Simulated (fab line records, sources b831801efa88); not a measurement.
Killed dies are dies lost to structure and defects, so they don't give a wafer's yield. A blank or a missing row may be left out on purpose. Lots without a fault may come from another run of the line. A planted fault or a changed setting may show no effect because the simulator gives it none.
fab line records | flow sky130
record lots=6 wafers=18 last_day=50
route steps=708 shown FIELD_ISO@1 PAD_OPEN@708
lots that met no fault: from a run of the same line without faults
start_h: hours from the record's first day to the start of the lot's first wafer shown | wait_h: hours since the lot's step before | " the same as in the row above | L1.1+2: a row that stands for several wafers | - no value, or no start given | * or withheld: withheld | < > ~ a bound
route shown NAME@n: a module of which the file shows steps, and the number in the route of the first | usual: mean/standard deviation of fault-free wafers | same: alike in all rows | chamber/n: place in a boat | sites: the reading at each site | _std_site: their standard deviation | _edge_site: outer sites' mean less inner sites' | radius_mm: how far each site lies from the wafer's centre | mask NAME#n: copy n | behind: the tool/chamber that last shaped the wafer | hold: why the lot was held/for how many hours/how that ended | device: the transistor (n, p or np) that didn't switch | end of line: the same wafers' tests at the end of the route | a step without rows: its recipe alone | killed: dies lost to structure and defects at the first sort, not the wafer's yield | map: a wafer's dies, x killed, . not, _ none there
set.NAME: the setting as run; set.NAME@STEP: as run at that earlier step | model.NAME: the simulator's own value behind a step, which no gauge read
lots at some steps of the route; a table a step, a row a wafer
services: from which hour (start_h, from the record's first day; less than 0 if before it) a tool's chamber was out of use, for how many hours, and why
## steps
# step SKY_FIELD_ISO_BOW_MEAS_00
# recipe mode=bow
# usual INCOMING_BOW=0/6.3
# columns lot.wafer tool chamber start_h wait_h INCOMING_BOW[um]
L965.1 film_metro-02 - 20.00 - 5
L965.3 " - " " -3
L965.6 " - " " 0
L966.2 film_metro-02 - 25.02 - -3
L966.3 " - " " -3
L966.5 " - " " 10
L970.1 film_metro-02 - 45.00 - -3
L970.2 " - " " 3
L970.4 " - " " -2
L977.1 film_metro-01 - 80.00 - 2
L977.2 " - " " -1
L977.4 " - " " 5
L979.3 film_metro-02 - 90.04 - -3
L979.4 " - " " 9
L979.6 " - " " -5
L980.2 film_metro-02 - 95.02 - 1
L980.3 " - " " 7
L980.4 " - " " 9
# step SKY_FIELD_ISO_OXIDATION_01
# recipe temp_c=900 ambient=O2 stabilise_s=600 purge_s=300 target_thk_a=120 ox_time_s=1843
# usual zone_power_bottom_pct=28.9/1.3
# columns lot.wafer tool chamber start_h wait_h zone_power_bottom_pct
L965.1 furnace-02 0 21.68 1.7 27.2
L965.3 " 0 " " 27.2
L965.6 " 0 " " 27.6
L966.2 furnace-02 0 26.11 1.1 27.2
L966.3 " 0 " " 27.4
L966.5 " 0 " " 26.9
L970.1 furnace-01 0 47.13 2.1 30.0
L970.2 " 0 " " 30.2
L970.4 " 0 " " 30.4
L970.1 furnace-01 0 49.99 1.3 30.1
L970.2 " 0 " " 30.2
L970.4 " 0 " " 29.7
L977.1 furnace-02 0 80.86 0.8 27.0
L977.2 " 0 " " 27.0
L977.4 " 0 " " 27.2
L977.1 furnace-01 0 83.54 1.2 29.9
L977.2 " 0 " " 30.0
L977.4 " 0 " " 29.9
L979.3 furnace-01 0 90.46 0.4 30.0
L979.4 " 0 " " 29.7
L979.6 " 0 " " 30.0
L980.2 furnace-01 0 95.67 0.6 30.0
L980.3 " 0 " " 29.8
L980.4 " 0 " " 30.2
# step SKY_FIELD_ISO_THK_MEAS_02
# recipe reads=SiO2_of_FIELD_ISO_OXIDATION_01
# usual FIELD_ISO_OXIDATION_00_THK=12.03/0.23
# columns lot.wafer tool chamber start_h wait_h FIELD_ISO_OXIDATION_00_THK[nm]
L965.1 film_metro-01 - 23.20 0.0 11.99
L965.3 " - " " 11.92
L965.6 " - " " 11.90
L966.2 film_metro-04 - 27.63 0.0 11.79
L966.3 " - " " 12.38
L966.5 " - " " 11.82
L970.1 film_metro-04 - 51.53 0.0 19.40
L970.2 " - " " 19.87
L970.4 " - " " 19.12
L977.1 film_metro-02 - 85.05 0.0 19.07
L977.2 " - " " 19.28
L977.4 " - " " 19.19
L979.3 film_metro-04 - 91.99 0.0 11.79
L979.4 " - " " 11.94
L979.6 " - " " 11.87
L980.2 film_metro-04 - 97.19 0.0 12.14
L980.3 " - " " 12.29
L980.4 " - " " 11.92
# step SKY_FIELD_ISO_CVD_03
# recipe material=Si3N4 precursor=DCS/NH3 target_thk_nm=165 temp_c=770 time_s=2830 pressure_mtorr=250
# step SKY_FIELD_ISO_THK_MEAS_04
# recipe reads=Si3N4_of_FIELD_ISO_CVD_03
# usual FIELD_ISO_CVD_03_THK=166.1/1.4
# columns lot.wafer tool chamber start_h wait_h FIELD_ISO_CVD_03_THK[nm]
L965.1 film_metro-01 - 25.18 0.0 164.1
L965.3 " - " " 163.8
L965.6 " - " " 164.0
L966.2 film_metro-04 - 29.47 0.0 165.3
L966.3 " - " " 165.5
L966.5 " - " " 166.8
L970.1 film_metro-01 - 55.27 0.0 165.2
L970.2 " - " " 166.7
L970.4 " - " " 166.3
L977.1 film_metro-01 - 87.78 0.0 166.6
L977.2 " - " " 166.3
L977.4 " - " " 165.6
L979.3 film_metro-04 - 94.73 0.0 168.4
L979.4 " - " " 168.3
L979.6 " - " " 168.3
L980.2 film_metro-01 - 100.65 0.0 164.9
L980.3 " - " " 166.6
L980.4 " - " " 166.3
# step SKY_FIELD_ISO_DEHYDRATE_05
# recipe temp_c=200 time_s=60
# step SKY_FIELD_ISO_HMDS_06
# recipe prime_time_s=60 prime_temp_c=120
# step SKY_FIELD_ISO_COAT_07
# recipe resist=BARC temp_c=withheld time_s=withheld spin_rpm=3000 resist_thk_nm=60
# step SKY_FIELD_ISO_COAT_08
# recipe resist=KrF-thick spin_rpm=3000 resist_thk_nm=450
# step SKY_FIELD_ISO_SOFTBAKE_09
# recipe temp_c=100 time_s=90 resist=KrF-thick
# step SKY_FIELD_ISO_EXPOSE_10
# recipe mask_id=FOM na=0.68 source_shape=annular sigma_inner=0.4 sigma_outer=0.8 target_cd_nm=150 dose_mj=28
# step SKY_FIELD_ISO_PEB_11
# recipe peb_temp_c=withheld peb_time_s=withheld resist=KrF-thick
# step SKY_FIELD_ISO_DEVELOP_12
# recipe develop_time_s=60 resist=KrF-thick dev_temp_c=21
# step SKY_FIELD_ISO_CD_MEAS_13
# recipe target_cd_nm=150
# usual cd_nm=150.1/1.6
# columns lot.wafer tool chamber start_h wait_h cd_nm
L965.1 cd_sem-02 - 39.97 - 149.2
L965.3 " - " " 150.5
L965.6 " - " " 150.7
L966.2 cd_sem-02 - 44.25 - 150.0
L966.3 " - " " 151.7
L966.5 " - " " 151.4
L970.1 cd_sem-02 - 67.83 - 151.6
L970.2 " - " " 151.7
L970.4 " - " " 152.4
L977.1 cd_sem-02 - 102.09 - 150.9
L977.2 " - " " 150.3
L977.4 " - " " 150.6
L979.3 cd_sem-02 - 113.07 - 147.2
L979.4 " - " " 147.2
L979.6 " - " " 149.2
L980.2 cd_sem-02 - 119.91 - 149.1
L980.3 " - " " 150.6
L980.4 " - " " 149.9
# step SKY_FIELD_ISO_ETCH_14
# recipe chemistry=N2/H2 target=BARC ion_energy_ev=200 source_w=500 bias_w=100 pressure_mtorr=30 n2_flow_sccm=100 h2_flow_sccm=200 stop_on=SiO2 time_s=45.9 target_depth_a=600
# usual bias_w=99.99/0.28 drypump_motor_current_A=5.7/0.6 oes_product_au=0.854/0.0047 throttle_valve_pct=13.225/0.0091
# columns lot.wafer tool chamber start_h wait_h bias_w drypump_motor_current_A oes_product_au rf_hours_counter_h throttle_valve_pct
L965.1 rie_diel-02 2 40.09 0.1 99.60 5.5 0.847 168 13.216
L965.3 " 1 " " 99.85 5.5 0.855 84 13.223
L965.6 " 3 " " 99.95 6.8 0.859 - 13.236
L966.2 rie_diel-01 2 44.35 0.1 99.96 5.7 0.864 86 13.211
L966.3 " 1 " " 99.80 5.6 0.862 66 13.223
L966.5 " 1 " " 100.19 5.6 0.862 - 13.226
L970.1 rie_diel-04 2 67.95 0.1 100.01 5.0 0.861 101 13.221
L970.2 " 3 " " 100.62 5.2 0.852 167 13.212
L970.4 " 1 " " 99.69 6.3 0.849 40 13.226
L977.1 rie_diel-02 2 102.21 0.1 100.13 5.5 0.857 0 13.230
L977.2 " 3 " " 100.48 6.8 0.849 142 13.209
L977.4 " 3 " " 100.58 6.8 0.847 - 13.220
L979.3 rie_diel-04 2 113.15 0.1 99.33 5.0 0.850 102 13.221
L979.4 " 0 " " 99.63 5.0 0.853 - 13.211
L979.6 " 1 " " 100.09 6.3 0.843 - 13.228
L980.2 rie_diel-01 1 120.01 0.1 99.48 5.6 0.854 68 13.236
L980.3 " 3 " " 99.84 5.9 0.866 103 13.230
L980.4 " 2 " " 100.01 5.6 0.857 88 13.233
# step SKY_FIELD_ISO_ETCH_15
# recipe chemistry=CHF3/O2 target_depth_nm=180 stop_on=Si source_w=600 bias_w=200 pressure_mtorr=40 chf3_flow_sccm=50 O2_flow_sccm=5 time_s=72
# usual bias_w=200.0/0.57 drypump_motor_current_A=5.7/0.61 oes_product_au=0.949/0.0057 throttle_valve_pct=8.846/0.008
# columns lot.wafer tool chamber start_h wait_h bias_w drypump_motor_current_A oes_product_au rf_hours_counter_h throttle_valve_pct
L965.1 rie_diel-02 2 40.13 0.0 200.9 5.5 0.942 168 8.843
L965.3 " 1 " " 200.1 5.6 0.943 84 8.858
L965.6 " 3 " " 200.4 6.8 0.940 - 8.846
L966.2 rie_diel-01 2 44.39 0.0 200.2 5.6 0.952 86 8.840
L966.3 " 1 " " 200.1 5.6 0.955 66 8.853
L966.5 " 1 " " 199.8 5.6 0.950 - 8.851
L970.1 rie_diel-04 2 67.99 0.0 200.9 5.0 0.941 101 8.838
L970.2 " 3 " " 200.7 5.2 0.949 167 8.844
L970.4 " 1 " " 200.8 6.3 0.952 40 8.855
L977.1 rie_diel-02 2 102.25 0.0 199.3 5.5 0.951 0 8.832
L977.2 " 3 " " 199.3 6.8 0.954 142 8.836
L977.4 " 3 " " 199.9 6.8 0.952 - 8.837
L979.3 rie_diel-04 2 113.19 0.0 200.4 5.0 0.958 102 8.846
L979.4 " 0 " " 200.0 5.0 0.947 - 8.852
L979.6 " 1 " " 199.8 6.3 0.951 - 8.837
L980.2 rie_diel-01 1 120.05 0.0 200.6 5.6 0.946 68 8.847
L980.3 " 3 " " 201.4 6.0 0.950 103 8.849
L980.4 " 2 " " 199.7 5.6 0.946 88 8.848
# step SKY_FIELD_ISO_STRIP_16
# recipe chemistry=O2/N2 power_w=1400 pressure_mtorr=1500 platen_temp_c=withheld o2_flow_sccm=3000 n2_flow_sccm=300 overash_fraction=0.5
# usual drypump_motor_current_A=5.9/0.31 oes_product_au=0.377/0.0055 strip_time_to_endpoint_s=3.54/0.041
# columns lot.wafer tool chamber start_h wait_h drypump_motor_current_A oes_product_au rf_hours_counter_h strip_time_to_endpoint_s
L965.1 plasma_asher-02 0 40.19 0.0 5.9 0.380 33 3.54
L965.3 " 1 " " 5.7 0.372 - 3.52
L965.6 " 0 " " 5.9 0.376 - 3.46
L966.2 plasma_asher-01 1 44.45 0.0 5.8 0.371 23 3.50
L966.3 " 0 " " 6.3 0.376 - 3.48
L966.5 " 0 " " 6.3 0.364 - 3.47
L970.1 plasma_asher-04 0 68.05 0.0 5.7 0.383 39 3.57
L970.2 " 1 " " 5.3 0.375 39 3.53
L970.4 " 0 " " 5.7 0.380 - 3.56
L977.1 plasma_asher-01 1 102.30 0.0 5.8 0.385 29 3.53
L977.2 " 0 " " 6.3 0.369 29 3.52
L977.4 " 0 " " 6.3 0.369 - 3.50
L979.3 plasma_asher-01 1 113.28 0.1 5.8 0.380 - 3.59
L979.4 " 0 " " 6.3 0.378 - 3.55
L979.6 " 1 " " 5.8 0.374 - 3.60
L980.2 plasma_asher-01 1 120.10 0.0 5.8 0.373 31 3.49
L980.3 " 1 " " 5.8 0.371 - 3.58
L980.4 " 0 " " 6.3 0.367 - 3.50
# step SKY_FIELD_ISO_ETCH_17
# recipe target_depth_a=3420 mask_material=Si3N4 chemistry=HBr/Cl2/O2 target=Si taper_deg=5 icp_w=600 bias_w=150 pressure_mtorr=15 HBr_flow_sccm=150 Cl2_flow_sccm=40 O2_flow_sccm=6 time_s=97.7
# usual HBr_flow_sccm=150.0/0.43 bias_w=150.0/0.47 drypump_motor_current_A=5.6/0.51 oes_product_au=1.000/0.0083 throttle_valve_pct=25.657/0.01
# columns lot.wafer tool chamber start_h wait_h HBr_flow_sccm bias_w drypump_motor_current_A oes_product_au rf_hours_counter_h throttle_valve_pct
L965.1 rie_si-02 1 40.29 0.1 150.7 149.4 5.5 0.992 159 25.677
L965.3 " 0 " " 150.3 150.1 5.9 1.012 69 25.660
L965.6 " 0 " " 149.8 149.8 5.9 0.998 - 25.666
L966.2 rie_si-02 0 44.55 0.1 150.2 150.4 5.9 1.000 69 25.647
L966.3 " 3 " " 149.7 148.9 5.7 0.995 1 25.656
L966.5 " 2 " " 150.1 150.2 5.2 1.004 - 25.639
L970.1 rie_si-01 2 68.15 0.1 150.0 149.7 6.7 1.003 13 25.650
L970.2 " 0 " " 149.7 149.7 5.1 0.990 84 25.667
L970.4 " 1 " " 150.5 149.6 5.5 1.010 100 25.664
L977.1 rie_si-02 3 102.40 0.1 149.5 149.9 5.7 0.990 2 25.657
L977.2 " 0 " " 149.9 149.5 5.9 1.003 69 25.653
L977.4 " 1 " " 149.9 149.9 5.5 1.006 0 25.651
L979.3 rie_si-01 1 113.35 0.0 149.7 150.7 5.4 1.005 100 25.654
L979.4 " 3 " " 150.3 150.6 5.3 0.998 74 25.661
L979.6 " 2 " " 149.9 149.9 6.7 1.015 - 25.639
L980.2 rie_si-01 3 120.20 0.1 149.5 149.9 5.3 0.997 74 25.655
L980.3 " 1 " " 149.9 150.2 5.5 1.000 101 25.658
L980.4 " 2 " " 149.7 150.0 6.7 1.018 14 25.638
# step SKY_FIELD_ISO_WET_ETCH_18
# recipe chemistry=H3PO4 target_depth_nm=25 temp_c=160 target=Si3N4 time_s=286
# step SKY_FIELD_ISO_CLEAN_19
# recipe chemistry=SC1/SC2 mix=1:4:20 temp_c=70 time_s=150
# step SKY_FIELD_ISO_CLEAN_20
# recipe chemistry=dHF time_s=20 dilution=100:1
# step SKY_FIELD_ISO_WET_ETCH_21
# recipe chemistry=dHF dilution=100:1 target_depth_nm=20 dry=ipa_marangoni target=SiO2 temp_c=25 time_s=400
# step SKY_FIELD_ISO_OXIDATION_22
# recipe temp_c=950 ambient=O2 stabilise_s=600 purge_s=300 target_thk_a=100 ox_time_s=623
# step SKY_FIELD_ISO_THK_MEAS_23
# recipe reads=SiO2_of_FIELD_ISO_OXIDATION_22
# usual FIELD_ISO_OXIDATION_01_THK=9.95/0.17
# columns lot.wafer tool chamber start_h wait_h FIELD_ISO_OXIDATION_01_THK[nm]
L965.1 film_metro-04 - 41.85 0.0 10.27
L965.3 " - " " 10.23
L965.6 " - " " 10.27
L966.2 film_metro-04 - 47.14 0.0 9.95
L966.3 " - " " 9.88
L966.5 " - " " 9.98
L970.1 film_metro-02 - 75.25 0.0 9.71
L970.2 " - " " 9.85
L970.4 " - " " 9.84
L977.1 film_metro-04 - 106.16 0.0 10.03
L977.2 " - " " 10.06
L977.4 " - " " 10.16
L979.3 film_metro-04 - 114.91 0.0 10.06
L979.4 " - " " 10.18
L979.6 " - " " 10.14
L980.2 film_metro-02 - 121.75 0.0 9.84
L980.3 " - " " 9.89
L980.4 " - " " 9.80
# step SKY_FIELD_ISO_CVD_24
# recipe material=SiO2 target_thk_nm=595 temp_c=650 sigma_open_frac=0.3 time_s=99.2 sih4_flow_sccm=60 pressure_mtorr=6
# step SKY_FIELD_ISO_THK_MEAS_25
# recipe reads=SiO2_of_FIELD_ISO_CVD_24
# usual FIELD_ISO_CVD_24_THK=597/6.6
# columns lot.wafer tool chamber start_h wait_h FIELD_ISO_CVD_24_THK[nm]
L965.1 film_metro-01 - 41.98 0.0 589
L965.3 " - " " 604
L965.6 " - " " 597
L966.2 film_metro-02 - 47.27 0.0 599
L966.3 " - " " 589
L966.5 " - " " 589
L970.1 film_metro-01 - 75.38 0.0 599
L970.2 " - " " 591
L970.4 " - " " 585
L977.1 film_metro-01 - 106.29 0.0 596
L977.2 " - " " 601
L977.4 " - " " 601
L979.3 film_metro-04 - 115.04 0.1 604
L979.4 " - " " 604
L979.6 " - " " 592
L980.2 film_metro-02 - 121.89 0.0 600
L980.3 " - " " 596
L980.4 " - " " 604
# step SKY_FIELD_ISO_ANNEAL_26
# recipe temp_c=1000 time_s=1800 ambient=N2
# step SKY_FIELD_ISO_CMP_27
# recipe stop_on=Si3N4 t_overpolish_s=16 down_force_psi=4 platen_rpm=60 target_thk_nm=457.8 pad_velocity_m_s=0.94248
# usual motor_current_A=12.6/1.2 overpolish_run_s=16.000/0.0099 time_to_endpoint_s=113/4.3
# columns lot.wafer tool chamber start_h wait_h motor_current_A overpolish_run_s time_to_endpoint_s
L965.1 cmp-02 3 43.61 0.1 13.2 15.993 117
L965.3 " 0 " " 12.4 16.008 120
L965.6 " 3 " " 12.2 16.002 116
L966.3 cmp-02 0 51.49 0.0 13.0 15.999 112
L966.2 " 3 " " 12.3 15.993 115
L966.5 " 0 " " 12.6 16.014 112
L970.2 cmp-02 1 79.61 0.0 14.0 15.985 113
L970.1 " 3 " " 13.2 16.010 113
L970.4 " 0 " " 12.8 15.999 112
L977.4 cmp-02 0 109.22 0.1 12.1 15.994 106
L977.2 " 1 " " 13.6 16.002 111
L977.1 " 2 " " 12.8 16.015 108
L979.4 cmp-01 2 116.58 0.0 14.3 16.000 112
L979.3 " 0 " " 9.8 15.985 112
L979.6 " 2 " " 13.5 16.006 107
L980.2 cmp-02 0 124.64 0.1 12.7 16.010 108
L980.3 " 1 " " 13.7 15.989 109
L980.4 " 2 " " 13.2 15.986 111
# step SKY_FIELD_ISO_WET_ETCH_28
# recipe chemistry=dHF target_depth_nm=23.7 target=SiO2 dilution=10:1 temp_c=25 time_s=47
# step SKY_FIELD_ISO_WET_ETCH_29
# recipe chemistry=H3PO4 target_depth_nm=160 target=Si3N4 temp_c=160 time_s=1825
# columns lot.wafer tool chamber start_h wait_h model.SiO2_of_FIELD_ISO_OXIDATION_01.thk_nm
L965.1 wet_bench-03 1 43.95 0.0 11.71
L965.3 " 1 " " 11.61
L965.6 " 1 " " 11.56
L966.2 wet_bench-04 1 51.81 0.0 11.52
L966.3 " 1 " " 12.07
L966.5 " 1 " " 11.55
L970.1 wet_bench-01 2 79.94 0.0 19.06
L970.2 " 2 " " 19.5
L970.4 " 2 " " 18.78
L977.1 wet_bench-01 0 109.49 0.0 18.72
L977.2 " 0 " " 19.01
L977.4 " 0 " " 18.89
L979.3 wet_bench-04 3 116.90 0.0 11.43
L979.4 " 3 " " 11.58
L979.6 " 3 " " 11.57
L980.2 wet_bench-03 3 124.91 0.0 11.83
L980.3 " 3 " " 11.96
L980.4 " 3 " " 11.64
# step SKY_FIELD_ISO_WET_ETCH_30
# recipe chemistry=dHF target_depth_nm=25 target=SiO2 dilution=10:1 temp_c=25 time_s=50
# step SKY_PAD_OPEN_PROBE_99
# usual killed_at_M0_to_M3=42/6.2 killed_at_M4_up=3.0/1.8 killed_at_contacts=25/5.9 killed_at_front_end=15/4.5 killed_at_other=0.2/0.45 killed_dies=85/9.9 killed_open=47/6.7 killed_short=39/6.4
# same gross_dies=492 killed_at_back_side=0
# columns lot.wafer tool chamber start_h wait_h killed_at_M0_to_M3 killed_at_M4_up killed_at_contacts killed_at_front_end killed_at_other killed_dies killed_open killed_short model.etest.sram_nfet_pass.off_log10_a_um model.etest.diode_pdiff_fingers.leak_log10_a_cm2 model.etest.diode_ndiff_fingers.leak_log10_a_cm2 model.etest.sram_nfet_pass.vt_sat_v model.etest.sram_nfet_pass.vt_v
L965.1 prober-01 - 1095.06 0.1 44 2 28 10 0 84 41 43 -12.44 -6.631 -6.476 0.5566 0.6538
L965.3 prober-01 - 1095.16 0.2 40 5 25 15 0 85 49 36 -12.52 -6.544 -6.61 0.5758 0.671
L965.6 prober-01 - 1095.31 0.2 39 5 28 15 0 87 51 36 -12.67 -6.721 -6.452 0.5806 0.6786
L966.2 prober-02 - 1108.39 0.1 31 0 34 13 0 78 46 32 -12.72 -6.685 -6.728 0.5641 0.6625
L966.3 prober-02 - 1108.44 0.2 32 3 33 14 0 82 48 34 -12.52 -6.653 -6.612 0.5638 0.6655
L966.5 prober-02 - 1108.54 0.2 44 3 24 20 0 91 51 40 -12.55 -6.525 -6.59 0.5482 0.6483
L970.1 prober-02 - 1145.44 0.1 44 5 30 14 0 93 54 39 -13.09 -6.939 -6.868 0.619 0.719
L970.2 prober-02 - 1145.49 0.1 43 3 20 17 1 84 56 28 -13.3 -7.19 -7.025 0.6221 0.7252
L970.4 prober-02 - 1145.59 0.2 41 4 23 15 0 83 44 39 -13.02 -7.05 -7.082 0.5917 0.6947
L977.1 prober-02 - 1176.78 0.1 43 1 28 13 0 85 42 43 -13.35 -6.891 -7.298 0.6232 0.7212
L979.3 prober-01 - 1183.09 0.2 42 3 17 19 1 82 43 39 -12.32 -6.358 -6.756 0.5467 0.6442
L979.4 prober-01 - 1183.14 0.2 40 2 28 16 0 86 47 39 -12.61 -6.71 -6.581 0.5724 0.6718
L979.6 prober-01 - 1183.24 0.2 44 5 19 15 0 83 43 40 -12.57 -6.327 -6.778 0.547 0.641
L980.2 prober-02 - 1188.00 0.1 38 5 17 10 0 70 44 26 -12.62 -6.508 -6.704 0.5659 0.6596
L980.3 prober-02 - 1188.05 0.2 39 3 24 15 0 81 42 39 -12.82 -6.633 -6.87 0.5823 0.6826
L980.4 prober-02 - 1188.10 0.2 34 4 18 17 0 73 43 30 -12.96 -6.681 -6.563 0.5867 0.6904
# killed by level:class
L965.1 LI_CONTACT:geometric_particle:open=11 VIA1:geometric_particle:open=8 CONTACT:geometric_particle:open=8 VIA1:geometric_particle:short=6 LOCAL_INTERCONNECT:geometric_particle:short=5 POLY_GATE:geometric_particle:short=5 METAL2:geometric_particle:short=5 METAL3:geometric_particle:short=5
L965.3 VIA1:geometric_particle:open=14 CONTACT:geometric_particle:open=11 METAL2:geometric_particle:short=6 LI_CONTACT:geometric_particle:open=6 FIELD_ISO:geometric_particle:short=4 FIELD_ISO:geometric_particle:open=4 CONTACT:geometric_particle:short=4 VIA3:geometric_particle:open=4
L965.6 VIA1:geometric_particle:open=14 LI_CONTACT:geometric_particle:open=8 CONTACT:geometric_particle:open=8 LOCAL_INTERCONNECT:geometric_particle:short=6 VIA2:geometric_particle:open=6 FIELD_ISO:geometric_particle:open=5 VIA2:geometric_particle:short=4 FIELD_ISO:geometric_particle:short=4
L966.2 LI_CONTACT:geometric_particle:open=14 CONTACT:geometric_particle:open=10 VIA1:geometric_particle:open=6 VIA1:geometric_particle:short=5 VIA2:geometric_particle:open=5 FIELD_ISO:geometric_particle:open=4 METAL1:geometric_particle:short=4 LOCAL_INTERCONNECT:geometric_particle:short=4
L966.3 LI_CONTACT:geometric_particle:open=12 VIA1:geometric_particle:open=10 LI_CONTACT:geometric_particle:short=7 CONTACT:geometric_particle:short=6 VIA3:geometric_particle:open=6 VIA2:geometric_particle:open=6 POLY_GATE:geometric_particle:short=5 POLY_GATE:geometric_particle:open=5
L966.5 VIA3:geometric_particle:open=10 CONTACT:geometric_particle:open=9 VIA1:geometric_particle:open=8 VIA2:geometric_particle:open=7 LI_CONTACT:geometric_particle:open=6 VIA1:geometric_particle:short=6 FIELD_ISO:geometric_particle:short=5 POLY_GATE:geometric_particle:short=5
L970.1 VIA1:geometric_particle:open=21 CONTACT:geometric_particle:open=12 LI_CONTACT:geometric_particle:open=9 FIELD_ISO:geometric_particle:short=5 POLY_GATE:geometric_particle:short=5 CONTACT:geometric_particle:short=4 LI_CONTACT:geometric_particle:short=3 METAL1:geometric_particle:short=3
L970.2 VIA1:geometric_particle:open=10 LI_CONTACT:geometric_particle:open=8 CONTACT:geometric_particle:open=8 VIA2:geometric_particle:open=8 METAL2:geometric_particle:short=7 FIELD_ISO:geometric_particle:open=5 POLY_GATE:geometric_particle:open=5 VIA1:geometric_particle:short=5
L970.4 VIA1:geometric_particle:open=13 LI_CONTACT:geometric_particle:open=8 CONTACT:geometric_particle:short=7 METAL1:geometric_particle:short=5 CONTACT:geometric_particle:open=4 VIA1:geometric_particle:short=4 METAL2:geometric_particle:short=4 VIA3:geometric_particle:short=4
L977.1 VIA1:geometric_particle:open=9 METAL1:geometric_particle:short=8 LI_CONTACT:geometric_particle:open=7 VIA2:geometric_particle:open=6 LOCAL_INTERCONNECT:geometric_particle:short=6 CONTACT:geometric_particle:short=6 VIA3:geometric_particle:open=5 CONTACT:geometric_particle:open=5
L979.3 VIA1:geometric_particle:open=11 FIELD_ISO:geometric_particle:short=7 CONTACT:geometric_particle:open=7 VIA2:geometric_particle:open=7 POLY_GATE:geometric_particle:open=5 METAL3:geometric_particle:short=5 FIELD_ISO:geometric_particle:open=4 CONTACT:geometric_particle:short=4
L979.4 VIA1:geometric_particle:open=11 CONTACT:geometric_particle:open=8 FIELD_ISO:geometric_particle:open=7 LI_CONTACT:geometric_particle:short=6 VIA1:geometric_particle:short=5 FIELD_ISO:geometric_particle:short=4 LI_CONTACT:geometric_particle:open=4 LOCAL_INTERCONNECT:geometric_particle:short=4
L979.6 VIA3:geometric_particle:open=9 CONTACT:geometric_particle:open=8 FIELD_ISO:geometric_particle:short=7 METAL2:geometric_particle:short=7 VIA1:geometric_particle:open=6 LI_CONTACT:geometric_particle:open=5 VIA1:geometric_particle:short=5 POLY_GATE:geometric_particle:open=4
L980.2 VIA1:geometric_particle:open=9 VIA2:geometric_particle:open=8 VIA3:geometric_particle:open=6 CONTACT:geometric_particle:open=6 METAL1:geometric_particle:short=5 FIELD_ISO:geometric_particle:open=4 LI_CONTACT:geometric_particle:open=4 VIA1:geometric_particle:short=4
L980.3 CONTACT:geometric_particle:open=10 VIA1:geometric_particle:open=9 VIA2:geometric_particle:open=8 CONTACT:geometric_particle:short=6 METAL2:geometric_particle:short=6 FIELD_ISO:geometric_particle:open=5 LOCAL_INTERCONNECT:geometric_particle:short=5 FIELD_ISO:geometric_particle:short=4
L980.4 VIA1:geometric_particle:open=9 FIELD_ISO:geometric_particle:open=7 CONTACT:geometric_particle:open=6 VIA2:geometric_particle:open=6 FIELD_ISO:geometric_particle:short=5 METAL3:geometric_particle:short=5 VIA3:geometric_particle:open=4 LOCAL_INTERCONNECT:geometric_particle:short=3
## services
# columns tool chamber start_h hours kind
rie_si-01 2 1.87 9.0 repair
rie_si-01 0 4.05 3.9 repair
rie_diel-01 - 6.34 1.1 repair
cmp-02 - 12.70 6.3 pm
rie_diel-04 0 16.15 5.1 repair
furnace-01 - 18.93 3.7 pm
rie_diel-01 1 24.96 2.0 repair
cmp-02 - 37.86 3.2 repair
rie_diel-02 0 38.89 3.8 repair
rie_diel-04 - 39.62 28.1 pm
wet_bench-03 - 39.72 3.7 repair
rie_diel-01 3 41.67 8.4 repair
rie_diel-02 2 55.34 5.3 repair
rie_diel-01 - 61.87 0.3 repair
cmp-02 - 64.00 4.0 pm
plasma_asher-02 - 67.79 2.8 pm
plasma_asher-02 - 70.54 14.6 pm
cmp-02 - 82.44 17.9 pm
rie_diel-01 - 91.42 0.1 repair
furnace-02 - 94.08 3.6 pm
furnace-01 - 98.35 3.5 pm
rie_diel-02 0 101.40 9.2 repair
furnace-01 - 102.79 3.7 repair
rie_si-02 1 114.13 7.2 repair
## key
first_sign step=SKY_FIELD_ISO_OXIDATION_01 reading=visit direction=added
effect step=SKY_FIELD_ISO_THK_MEAS_02 reading=FIELD_ISO_OXIDATION_00_THK direction=up sigmas=31 usual=12.03 struck=19.32
model_effect step=SKY_FIELD_ISO_WET_ETCH_29 value=SiO2_of_FIELD_ISO_OXIDATION_01.thk_nm without=11.73 struck=18.99
model_effect step=SKY_PAD_OPEN_PROBE_99 value=etest.sram_nfet_pass.off_log10_a_um without=-12.8 struck=-13.19
met_at SKY_FIELD_ISO_OXIDATION_01
struck_wafers L970.1,L970.2,L970.4,L977.1,L977.2,L977.4
rows_end L977.2,L977.4
tester_left_out L970,L977
fault kind=repeated_step_whole tool=furnace-01,furnace-02 chamber=- onset_h=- steps=SKY_FIELD_ISO_OXIDATION_01 times=1 scope=struck_lots_only
# tester_left_out: of these lots the tester's yield and bins aren't shown, on N5 and GAA mostly nor the transistor test; their killed dies are dies lost to structure and defects alone, not to doping, threshold or leakage, so they don't give the yield
# rows_end: these wafers met a further fault down the route, and their rows from its step on are left out
